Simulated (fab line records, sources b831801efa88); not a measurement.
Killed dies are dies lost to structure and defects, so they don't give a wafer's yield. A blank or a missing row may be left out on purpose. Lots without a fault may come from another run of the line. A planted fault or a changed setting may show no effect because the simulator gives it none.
fab line records | flow sky130
record lots=11 wafers=33 last_day=51
route steps=708 shown FIELD_ISO@17 DNWELL@44 PWDE@54 NWELL@67 VT_ADJUST_LVTN@104
lots that met no fault: from a run of the same line without faults
start_h: hours from the record's first day to the start of the lot's first wafer shown | wait_h: hours since the lot's step before | " the same as in the row above | L1.1+2: a row that stands for several wafers | - no value, or no start given | * or withheld: withheld | < > ~ a bound
route shown NAME@n: a module of which the file shows steps, and the number in the route of the first | usual: mean/standard deviation of fault-free wafers | same: alike in all rows | chamber/n: place in a boat | sites: the reading at each site | _std_site: their standard deviation | _edge_site: outer sites' mean less inner sites' | radius_mm: how far each site lies from the wafer's centre | mask NAME#n: copy n | behind: the tool/chamber that last shaped the wafer | hold: why the lot was held/for how many hours/how that ended | device: the transistor (n, p or np) that didn't switch | end of line: the same wafers' tests at the end of the route | a step without rows: its recipe alone | killed: dies lost to structure and defects at the first sort, not the wafer's yield | map: a wafer's dies, x killed, . not, _ none there
set.NAME: the setting as run; set.NAME@STEP: as run at that earlier step | model.NAME: the simulator's own value behind a step, which no gauge read
steps of the route over a sample of lots; a table a step, a row a wafer
services: from which hour (start_h, from the record's first day; less than 0 if before it) a tool's chamber was out of use, for how many hours, and why
## steps
# step SKY_FIELD_ISO_STRIP_16
# recipe chemistry=O2/N2 power_w=1400 pressure_mtorr=1500 platen_temp_c=withheld o2_flow_sccm=3000 n2_flow_sccm=300 overash_fraction=0.5
# usual chamber_pressure_mTorr=1500.0/1.4 drypump_motor_current_A=5.6/0.48 oes_product_au=0.377/0.0046 strip_time_to_endpoint_s=3.54/0.031
# columns lot.wafer tool chamber start_h wait_h chamber_pressure_mTorr drypump_motor_current_A oes_product_au rf_hours_counter_h strip_time_to_endpoint_s
L782.1 plasma_asher-02 1 27.43 0.0 1500.7 4.9 0.380 35 3.57
L782.2 " 0 " " 1497.9 5.7 0.383 35 3.51
L782.3 " 1 " " 1498.0 4.9 0.379 - 3.55
L784.1 plasma_asher-01 1 50.94 0.0 1500.5 5.9 0.383 35 3.60
L784.5 " 0 " " 1498.2 5.5 0.375 - 3.56
L784.6 " 1 " " 1498.1 5.9 0.375 - 3.58
L786.2 plasma_asher-01 1 55.53 0.0 1500.4 5.9 0.373 36 3.55
L786.4 " 0 " " 1500.8 5.5 0.378 - 3.56
L786.5 " 0 " " 1499.7 5.5 0.375 - 3.50
L788.3 plasma_asher-03 1 59.96 0.1 1501.8 5.5 0.375 - 3.59
L788.5 " 0 " " 1500.8 6.6 0.381 - 3.53
L788.6 " 1 " " 1501.2 5.5 0.376 - 3.53
L789.1 plasma_asher-02 1 66.83 0.0 1499.3 4.9 0.379 39 3.54
L789.3 " 0 " " 1502.2 5.7 0.378 - 3.52
L789.6 " 1 " " 1502.4 4.9 0.385 - 3.55
L790.2 plasma_asher-03 1 69.54 0.0 1501.5 5.5 0.376 26 3.54
L790.4 " 1 " " 1500.5 5.5 0.383 - 3.54
L790.5 " 0 " " 1502.2 6.5 0.376 - 3.56
L797.2 plasma_asher-03 0 106.63 0.0 1497.9 6.6 0.372 30 3.54
L797.3 " 1 " " 1501.2 5.5 0.374 - 3.45
L797.5 " 0 " " 1497.3 6.5 0.372 - 3.49
L798.1 plasma_asher-01 1 114.98 0.0 1500.8 5.9 0.369 42 3.50
L798.3 " 1 " " 1498.8 5.9 0.373 - 3.51
L798.4 " 0 " " 1498.9 5.5 0.379 - 3.53
L799.3 plasma_asher-01 1 119.91 0.1 1497.9 5.9 0.381 - 3.53
L799.5 " 0 " " 1498.8 5.5 0.379 - 3.50
L799.6 " 1 " " 1499.0 5.9 0.379 - 3.54
L800.3 plasma_asher-01 1 123.41 0.1 1500.5 5.9 0.374 - 3.51
L800.4 " 0 " " 1500.7 5.5 0.381 - 3.54
L800.6 " 0 " " 1499.1 5.5 0.385 - 3.57
L805.1 plasma_asher-01 1 148.68 0.0 1497.2 6.0 0.379 45 3.49
L805.2 " 0 " " 1500.8 5.5 0.373 45 3.53
L805.4 " 1 " " 1500.4 5.9 0.368 - 3.47
# step SKY_DNWELL_TW_MEAS_09
# usual DNWELL_TW=1113/7.8
# columns lot.wafer tool chamber start_h wait_h DNWELL_TW
L782.1 film_metro-01 - 50.07 0.1 1125
L782.2 " - " " 1124
L782.3 " - " " 1122
L784.1 film_metro-03 - 74.19 0.1 1109
L784.5 " - " " 1112
L784.6 " - " " 1112
L786.2 film_metro-04 - 76.78 0.1 1121
L786.4 " - " " 1115
L786.5 " - " " 1112
L788.3 film_metro-04 - 84.83 0.1 1117
L788.5 " - " " 1117
L788.6 " - " " 1116
L789.1 film_metro-03 - 94.27 0.1 1094
L789.3 " - " " 1095
L789.6 " - " " 1105
L790.2 film_metro-01 - 98.18 0.1 1120
L790.4 " - " " 1122
L790.5 " - " " 1116
L797.2 film_metro-04 - 132.27 0.1 1106
L797.3 " - " " 1104
L797.5 " - " " 1101
L798.1 film_metro-03 - 142.82 0.1 1120
L798.3 " - " " 1120
L798.4 " - " " 1123
L799.3 film_metro-01 - 147.79 0.1 1121
L799.5 " - " " 1119
L799.6 " - " " 1121
L800.3 film_metro-04 - 148.38 0.1 1106
L800.4 " - " " 1114
L800.6 " - " " 1110
L805.1 film_metro-03 - 193.66 0.1 1105
L805.2 " - " " 1110
L805.4 " - " " 1113
# step SKY_PWDE_STRIP_09
# recipe chemistry=O2/N2 power_w=1400 pressure_mtorr=1500 platen_temp_c=withheld o2_flow_sccm=3000 n2_flow_sccm=300 overash_fraction=0.5
# usual chamber_pressure_mTorr=1500.1/1.4 drypump_motor_current_A=5.9/0.46 oes_product_au=0.723/0.0045 strip_time_to_endpoint_s=36.85/0.099
# columns lot.wafer tool chamber start_h wait_h chamber_pressure_mTorr drypump_motor_current_A oes_product_au rf_hours_counter_h strip_time_to_endpoint_s
L782.1 plasma_asher-01 0 70.15 0.1 1500.4 5.5 0.716 37 36.84
L782.2 " 1 " " 1499.1 5.9 0.725 37 36.75
L782.3 " 0 " " 1503.1 5.5 0.719 - 36.84
L784.1 plasma_asher-02 1 90.20 0.1 1501.9 4.9 0.723 41 36.89
L784.5 " 0 " " 1499.9 5.7 0.721 - 36.90
L784.6 " 1 " " 1498.8 4.9 0.721 - 36.83
L786.2 plasma_asher-01 0 93.45 0.1 1500.0 5.5 0.727 39 36.96
L786.4 " 1 " " 1501.1 5.9 0.722 - 36.80
L786.5 " 0 " " 1500.2 5.5 0.722 - 37.12
L788.3 plasma_asher-01 1 101.49 0.1 - - - - -
L788.5 " 0 " " - - - - -
L788.6 " 1 " " - - - - -
L789.1 plasma_asher-01 0 111.96 0.1 - - - - -
L789.3 " 0 " " - - - - -
L789.6 " 1 " " - - - - -
L790.2 plasma_asher-04 0 115.45 0.1 - - - - -
L790.4 " 1 " " - - - - -
L790.5 " 1 " " - - - - -
L797.2 plasma_asher-04 1 151.45 0.1 1500.8 6.0 0.727 47 36.73
L797.3 " 0 " " 1497.4 6.5 0.718 - 36.73
L797.5 " 1 " " 1500.1 6.0 0.726 - 36.83
L798.1 plasma_asher-04 0 161.72 0.1 1501.9 6.4 0.723 48 36.82
L798.3 " 0 " " 1496.7 6.4 0.720 - 36.77
L798.4 " 1 " " 1501.8 6.0 0.721 - 36.83
L799.3 plasma_asher-02 0 166.63 0.1 1500.6 5.8 0.719 - 36.78
L799.5 " 1 " " 1498.7 4.9 0.723 - 36.73
L799.6 " 0 " " 1499.0 5.8 0.730 - 36.82
L800.3 plasma_asher-04 0 167.39 0.1 1498.5 6.4 0.719 - 36.82
L800.4 " 1 " " 1499.3 5.9 0.731 - 36.85
L800.6 " 1 " " 1497.5 6.0 0.726 - 36.80
L805.1 plasma_asher-01 0 215.71 0.1 1500.8 5.5 0.730 50 36.88
L805.2 " 1 " " 1501.9 5.9 0.722 50 36.97
L805.4 " 1 " " 1500.6 5.9 0.724 - 36.97
# step SKY_NWELL_STRIP_14
# recipe chemistry=O2/N2 power_w=1400 pressure_mtorr=1500 platen_temp_c=withheld o2_flow_sccm=3000 n2_flow_sccm=300 overash_fraction=0.5
# usual chamber_pressure_mTorr=1500.2/1.3 drypump_motor_current_A=5.9/0.39 oes_product_au=0.722/0.0041 strip_time_to_endpoint_s=36.87/0.11
# columns lot.wafer tool chamber start_h wait_h chamber_pressure_mTorr drypump_motor_current_A oes_product_au rf_hours_counter_h strip_time_to_endpoint_s
L782.1 plasma_asher-01 0 86.64 0.1 1500.3 5.5 0.726 38 36.92
L782.2 " 1 " " 1500.1 5.9 0.717 38 36.85
L782.3 " 0 " " 1499.3 5.5 0.723 - 36.94
L784.1 plasma_asher-04 0 107.89 0.1 1501.5 6.5 0.722 42 36.77
L784.5 " 1 " " 1501.6 6.0 0.727 - 36.70
L784.6 " 0 " " 1500.5 6.4 0.720 - 36.72
L786.2 plasma_asher-04 0 112.00 0.1 1500.5 6.5 0.720 43 36.87
L786.4 " 0 " " 1500.7 6.5 0.722 - 36.93
L786.5 " 1 " " 1501.3 6.0 0.724 - 36.71
L788.3 plasma_asher-04 1 120.44 0.1 1498.2 6.0 0.735 - 80.88
L788.5 " 0 " " 1500.6 6.5 0.736 - 80.71
L788.6 " 1 " " 1501.2 6.0 0.742 - 80.78
L789.1 plasma_asher-01 0 131.19 0.1 1502.6 5.5 0.733 43 81.05
L789.3 " 0 " " 1501.3 5.5 0.734 - 80.95
L789.6 " 1 " " 1500.2 5.9 0.737 - 80.85
L790.2 plasma_asher-01 0 134.75 0.1 1498.2 5.5 0.745 44 81.18
L790.4 " 0 " " 1497.9 5.5 0.746 - 81.15
L790.5 " 0 " " 1499.3 5.5 0.739 - 81.02
L797.2 plasma_asher-03 0 171.45 0.1 1499.8 6.5 0.725 37 36.89
L797.3 " 1 " " 1501.2 5.5 0.719 - 36.82
L797.5 " 1 " " 1502.2 5.5 0.728 - 36.91
L798.1 plasma_asher-04 0 181.15 0.1 1502.5 6.5 0.716 50 36.83
L798.3 " 0 " " 1500.8 6.4 0.727 - 36.87
L798.4 " 1 " " 1501.0 6.0 0.723 - 36.95
L799.3 plasma_asher-04 0 185.94 0.1 1502.0 6.5 0.724 - 37.07
L799.5 " 1 " " 1498.4 6.0 0.716 - 37.05
L799.6 " 0 " " 1502.1 6.5 0.726 - 36.96
L800.3 plasma_asher-01 1 187.24 0.1 1498.2 5.9 0.723 - 36.76
L800.4 " 0 " " 1502.0 5.5 0.727 - 36.80
L800.6 " 1 " " 1500.4 5.9 0.731 - 36.71
L805.1 plasma_asher-03 1 239.50 0.1 1499.9 5.5 0.731 45 36.74
L805.2 " 0 " " 1499.7 6.5 0.724 45 36.75
L805.4 " 1 " " 1500.0 5.5 0.720 - 36.74
# step SKY_NWELL_TW_MEAS_15
# usual NWELL_TW=1818/10
# columns lot.wafer tool chamber start_h wait_h hold NWELL_TW
L782.1 film_metro-01 - 86.74 0.1 - 1827
L782.2 " - " " - 1828
L782.3 " - " " - 1824
L784.1 film_metro-01 - 107.99 0.1 - 1829
L784.5 " - " " - 1823
L784.6 " - " " - 1839
L786.2 film_metro-03 - 112.11 0.1 - 1808
L786.4 " - " " - 1814
L786.5 " - " " - 1813
L788.3 film_metro-03 - 120.52 0.1 await_dispo/0.2h/release 30
L788.5 " - " " await_dispo/0.2h/release 30
L788.6 " - " " await_dispo/0.2h/release 30
L788.3 film_metro-03 - 120.75 0.2 - 30
L788.5 " - " " - 30
L788.6 " - " " - 30
L789.1 film_metro-01 - 131.29 0.1 await_dispo/0.2h/release 30
L789.3 " - " " await_dispo/0.2h/release 30
L789.6 " - " " await_dispo/0.2h/release 30
L789.1 film_metro-01 - 131.52 0.2 - 30
L789.3 " - " " - 30
L789.6 " - " " - 30
L790.2 film_metro-04 - 134.86 0.1 await_dispo/0.2h/release 30
L790.4 " - " " await_dispo/0.2h/release 30
L790.5 " - " " await_dispo/0.2h/release 30
L790.2 film_metro-04 - 135.09 0.2 - 30
L790.4 " - " " - 30
L790.5 " - " " - 30
L797.2 film_metro-03 - 171.56 0.1 - 1816
L797.3 " - " " - 1820
L797.5 " - " " - 1818
L798.1 film_metro-03 - 181.25 0.1 - 1821
L798.3 " - " " - 1827
L798.4 " - " " - 1824
L799.3 film_metro-03 - 186.02 0.1 - 1823
L799.5 " - " " - 1825
L799.6 " - " " - 1825
L800.3 film_metro-03 - 187.32 0.1 - 1818
L800.4 " - " " - 1820
L800.6 " - " " - 1822
L805.1 film_metro-01 - 239.60 0.1 - 1822
L805.2 " - " " - 1821
L805.4 " - " " - 1826
# step SKY_VT_ADJUST_LVTN_OVL_MEAS_07
# usual VT_ADJUST_LVTN_OVL=0.4/1.3
# columns lot.wafer tool chamber start_h wait_h VT_ADJUST_LVTN_OVL[nm]
L782.1 overlay-02 - 142.17 - 0.6
L782.2 " - " " -0.4
L782.3 " - " " 0.3
L784.1 overlay-02 - 165.01 - -0.6
L784.5 " - " " -0.3
L784.6 " - " " -1.3
L786.2 overlay-02 - 169.68 - -1.2
L786.4 " - " " 0.4
L786.5 " - " " -2.7
L797.2 overlay-01 - 237.56 - 0.8
L797.3 " - " " -1.4
L797.5 " - " " 0.2
L798.1 overlay-01 - 248.21 - 0.1
L798.3 " - " " 1.3
L798.4 " - " " 0.4
L799.3 overlay-01 - 254.87 - -0.8
L799.5 " - " " -0.5
L799.6 " - " " 3.0
L800.3 overlay-01 - 256.53 - 1.3
L800.4 " - " " 1.9
L800.6 " - " " 0.1
L805.1 overlay-02 - 314.72 - 2.3
L805.2 " - " " 0.3
L805.4 " - " " -2.2
## services
# columns tool chamber start_h hours kind
plasma_asher-02 - 108.75 9.0 pm
plasma_asher-02 0 108.75 9.0 vent_cycle
plasma_asher-02 1 108.75 9.0 vent_cycle
plasma_asher-03 - 114.12 0.9 repair
plasma_asher-02 0 117.75 - clean
plasma_asher-02 1 117.75 - clean
plasma_asher-02 - 143.48 1.0 repair
plasma_asher-04 - 153.00 2.8 pm
plasma_asher-04 - 184.13 0.9 repair
plasma_asher-01 - 193.14 4.3 pm
plasma_asher-04 - 196.42 8.0 repair
plasma_asher-01 - 199.96 8.8 repair
plasma_asher-03 - 207.13 0.5 repair
plasma_asher-01 - 207.85 0.4 repair
plasma_asher-04 - 229.68 6.0 repair
## key
first_sign step=SKY_PWDE_STRIP_09 reading=tool_record direction=missing
effect step=SKY_NWELL_STRIP_14 reading=strip_time_to_endpoint_s direction=up sigmas=99+ usual=* struck=*
effect step=SKY_NWELL_TW_MEAS_15 reading=visit direction=added
effect step=SKY_NWELL_TW_MEAS_15 reading=NWELL_TW direction=down sigmas=99+ usual=1818 struck=30
met_at SKY_PWDE_STRIP_09
struck_lots L788,L789,L790
scrapped_behind SKY_NWELL_TW_MEAS_15 L788.3,L788.5,L788.6,L789.1,L789.3,L789.6,L790.2,L790.4,L790.5
not_acting_at SKY_FIELD_ISO_STRIP_16,SKY_DNWELL_TW_MEAS_09,SKY_VT_ADJUST_LVTN_OVL_MEAS_07
onset_between 93.45 101.49
fault kind=skipped_step_whole tool=plasma_asher-01,plasma_asher-04 chamber=- onset_h=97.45 steps=SKY_PWDE_STRIP_09 scope=struck_lots_only
